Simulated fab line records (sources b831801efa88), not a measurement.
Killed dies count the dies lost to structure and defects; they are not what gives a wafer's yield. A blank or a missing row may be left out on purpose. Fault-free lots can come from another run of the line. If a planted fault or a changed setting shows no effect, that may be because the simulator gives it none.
Which of the tools did it? -- flow gf180mcu -- 7 lots with 21 wafers sampled at 2 steps, on a route of 602 steps

WHAT THE GAUGES SHOWED, per wafer
GF_HV_LDD_THK_MEAS_55.
lot,measured,on,HV_LDD_CVD_54_THK (nm)
L150,day 13 10:55,film_metro-03,9.99 9.98 10.02
L153,day 14 15:26,film_metro-04,9.92 9.90 9.92
L155,day 15 04:38,film_metro-03,9.95 9.98 9.69
L157,day 15 22:21,film_metro-04,10.06 10.04 9.97
L165,day 18 12:52,film_metro-01,9.93 9.84 9.83
L167,day 19 10:02,film_metro-01,9.92 9.88 9.95
L170,day 20 05:20,film_metro-03,9.81 9.84 9.82

EACH LOT AND THE TOOL THAT RAN IT (in order: tool; ch and the chambers of the sampled wafers; start)
lot,GF_HV_LDD_STRIP_22
L150,"plasma_asher-03 ch 0,1, day 11 17:07"
L153,"plasma_asher-04 ch 0,1, day 12 19:46"
L155,"plasma_asher-01 ch 0,1, day 13 09:10"
L157,"plasma_asher-01 ch 0,1, day 14 00:42"
L165,"plasma_asher-01 ch 0,1, day 16 11:14"
L167,"plasma_asher-04 ch 0,1, day 17 08:04"
L170,"plasma_asher-04 ch 0,1, day 18 02:54"
- GF_HV_LDD_STRIP_22: strips in O2/N2.

THE ANSWER, worked out from the rows above alone
Rule: what is usual is taken from the lots themselves. The widest of any qualifying gaps counts: lots, ordered by their means at a reading, are off when they make up no more than a third of the lots, leave a main group of 4 or more, and stand apart from it by 3 or more times the standard deviation of that group's means. The tables above print the reading to a certain number of digits; a main group whose means all agree to those digits is not used. A lot without any number at a reading at which 4 lots or more have one is off too. The other lots that the step has rows for count as sound.
No lot is off at any reading shown: from this, nothing can be told.

WHAT WAS PUT IN BY THE SIMULATOR
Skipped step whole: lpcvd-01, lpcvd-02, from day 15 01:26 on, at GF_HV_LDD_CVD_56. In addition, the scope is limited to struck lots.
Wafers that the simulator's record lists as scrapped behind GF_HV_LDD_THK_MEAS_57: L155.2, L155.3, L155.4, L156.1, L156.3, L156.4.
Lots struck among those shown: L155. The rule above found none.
